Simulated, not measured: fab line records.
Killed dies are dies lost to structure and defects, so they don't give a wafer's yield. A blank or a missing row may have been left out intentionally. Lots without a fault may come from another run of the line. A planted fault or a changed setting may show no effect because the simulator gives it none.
Which tool is to blame? -- flow sky130 -- Sampling: 12 lots, 36 wafers, 2 of 708 route steps

== WHAT THE GAUGES READ, wafer by wafer ==
SKY_CAPM_THK_MEAS_01.
lot,measured,on,CAPM_CVD_00_THK (nm)
L075,day 36 14:58,film metro-02,15.40 15.27 15.27
L077,day 37 01:14,film metro-02,15.35 15.42 15.44
L079,day 38 08:06,film metro-01,15.43 15.36 15.71
L080,day 38 19:20,film metro-02,15.30 15.37 15.56
L083,day 39 07:40,film metro-01,15.27 15.33 15.59
L086,day 40 17:14,film metro-04,15.50 15.55 15.58
L087,day 40 18:36,film metro-02,15.41 15.32 15.50
L089,day 40 23:04,film metro-01,15.55 15.32 15.54
L091,day 41 15:03,film metro-01,15.32 15.75 15.57
L093,day 42 13:18,film metro-01,15.32 15.66 15.79
L095,day 42 21:47,film metro-04,15.26 15.21 15.50
L097,day 43 04:08,film metro-02,15.43 15.37 15.36

== TOOL THAT RAN EACH LOT (tool first, then ch and the chambers of the sampled wafers, then the start) ==
lot,SKY_METAL3_SPUTTER_03
L075,"pvd sputter-01, day 36 14:52"
L077,"pvd sputter-03, day 37 01:09"
L079,"pvd sputter-02, day 38 08:01"
L080,"pvd sputter-01, day 38 19:14"
L083,"pvd sputter-03, day 39 07:34"
L086,"pvd sputter-03, day 40 17:09"
L087,"pvd sputter-02, day 40 18:31"
L089,"pvd sputter-02, day 40 22:59"
L091,"pvd sputter-03, day 41 14:57"
L093,"pvd sputter-03, day 42 13:13"
L095,"pvd sputter-03, day 42 21:41"
L097,"pvd sputter-02, day 43 04:02"
- SKY_METAL3_SPUTTER_03: material Ti, target thk 5 nm, time 3.3 s.

== THE ANSWER, worked out from the rows above alone ==
Rule: the usual values come from the lots themselves. Put in order of their means at a reading, lots are off if they are a third of the lots or fewer, leave a main group of 4 or more, and stand apart from it by a gap of 3 or more times the standard deviation of the main group's means; of several such gaps the widest counts. A main group is skipped when, at the precision printed for the reading in the tables above, its means are all equal. A lot without any number at a reading at which 4 lots or more have one is off too. The other lots that the step has rows for count as sound.
No lot is off at any reading shown: from this, nothing can be told.

== WHAT THE SIMULATOR PUT IN ==
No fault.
